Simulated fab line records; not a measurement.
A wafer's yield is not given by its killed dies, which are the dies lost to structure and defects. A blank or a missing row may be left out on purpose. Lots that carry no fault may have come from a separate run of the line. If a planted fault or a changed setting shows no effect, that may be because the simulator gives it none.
Struck lot and sound lot, side by side	flow sky130	16 steps out of a route of 708
Sound: these wafers, L524.1, L524.4, L524.5. The struck wafers were L530.2, L530.4, L530.6. At the end, the cause is stated.
At each step with rows: each side's tool, then ch and its chambers, then its first start. Under that, the readings that differ: sound wafers	struck wafers	difference of the means	sigmas: that difference in standard deviations of wafers without a fault.
alike: readings whose means differ by less than 2 such deviations, and words and numbers that are the same on both sides. not compared: withheld readings, readings that some wafer has no value for, bounds like >300 that may hide the same value, and numbers for which the record gives no deviation and whose values overlap.
A row with sigmas, a row that says differs or no value, or rows on one side alone: a step with any of these is where the two part. Non-overlapping numbers with no deviation appear without sigmas and do not part them. A reading that every wafer of one side lacks parts them only if that side has two wafers or more.

SKY_SD_N_OVL_MEAS_08:
  sound: overlay-01 at day 31 20:59; struck: overlay-02 at day 33 06:35
  alike: SD_N_OVL
then, 2 steps without rows for these wafers: SKY_SD_N_IMPLANT_09; SKY_SD_N_IMPLANT_10.
SKY_SD_N_STRIP_11: strips in O2/N2.
  sound on plasma_asher-03 ch 0,1, day 31 21:19; struck on plasma_asher-02 ch 0, day 33 06:55
  alike: drypump_motor_current_A, oes_product_au, strip_time_to_endpoint_s
  not compared: rf_hours_counter_h
SKY_SD_N_TW_MEAS_12:
  sound: film_metro-03 at day 31 21:25; struck: film_metro-03 at day 33 07:01
  alike: SD_N_TW
then, 1 step without rows for these wafers: SKY_SD_N_CLEAN_13 (cleans in SC1/SC2, time 150 s).
SKY_SD_N_RTA_14: time 2 s.
  sound on rtp_anneal-01 ch 0, day 31 21:32; struck on rtp_anneal-01 ch 0, day 33 07:08
  alike: chamber_o2_ppm, lamp_power_pct, wafer_temp_C_max
SKY_SD_N_RS_MEAS_16: uses a four-point probe to measure.
  sound: film_metro-02 at day 31 21:42; struck: film_metro-03 at day 33 07:19
  alike: SD_N_RS
SKY_SD_N_RS_MEAS_17: uses a four-point probe to measure.
  sound: film_metro-02 at day 31 21:49; struck: film_metro-03 at day 33 07:26
  alike: SD_P_RS
SKY_SD_N_RS_MEAS_18: uses a four-point probe to measure.
  sound: film_metro-02 at day 31 21:56; struck: film_metro-03 at day 33 07:34
  alike: RES_XHIGH_RS
then, 1 step without rows for these wafers: SKY_SALICIDE_CLEAN_00 (cleans in HF-last, time 30 s).
SKY_LI_CONTACT_HDPCVD_00: deposits PSG, target thk 930 nm, time 155 s.
  sound on hdpcvd-02 ch 1,2, day 31 22:05; struck on hdpcvd-01 ch 1,2, day 33 07:41
reading	sound	struck	difference	sigmas
model.PSG_of_LI_CONTACT_HDPCVD_00.thk_nm (nm)	932.5 922.1 933.4	1306 1311 1303	+377	
SKY_LI_CONTACT_THK_MEAS_01:
  sound: film_metro-03 at day 31 22:11; struck: film_metro-02 at day 33 07:47
reading	sound	struck	difference	sigmas
LI_CONTACT_HDPCVD_THK (nm)	932 921 934	1306 1311 1305	+378	+45
SKY_LI_CONTACT_CMP_02: polishes PSG.
  sound on cmp-01 ch 0,2,3, day 31 22:14; struck on cmp-01 ch 0,2, day 33 07:55
reading	sound	struck	difference	sigmas
time_to_endpoint_s (s)	30.4 31.8 33.3	60.7 63.3 63.0	+30.5	+13
  alike: motor_current_A
SKY_LI_CONTACT_BOW_MEAS_03:
  sound: film_metro-03 at day 31 22:32; struck: film_metro-02 at day 33 08:11
  alike: LI_CONTACT_BOW
following that, these wafers have no rows for 1 step: SKY_PAD_OPEN_PROBE_99.

## WHERE THEY PART
At SKY_LI_CONTACT_THK_MEAS_01 first; at SKY_LI_CONTACT_CMP_02 last (within this record only). Later steps at which nothing parts them and some readings are alike: SKY_LI_CONTACT_BOW_MEAS_03.

WHY: what the simulator had put in
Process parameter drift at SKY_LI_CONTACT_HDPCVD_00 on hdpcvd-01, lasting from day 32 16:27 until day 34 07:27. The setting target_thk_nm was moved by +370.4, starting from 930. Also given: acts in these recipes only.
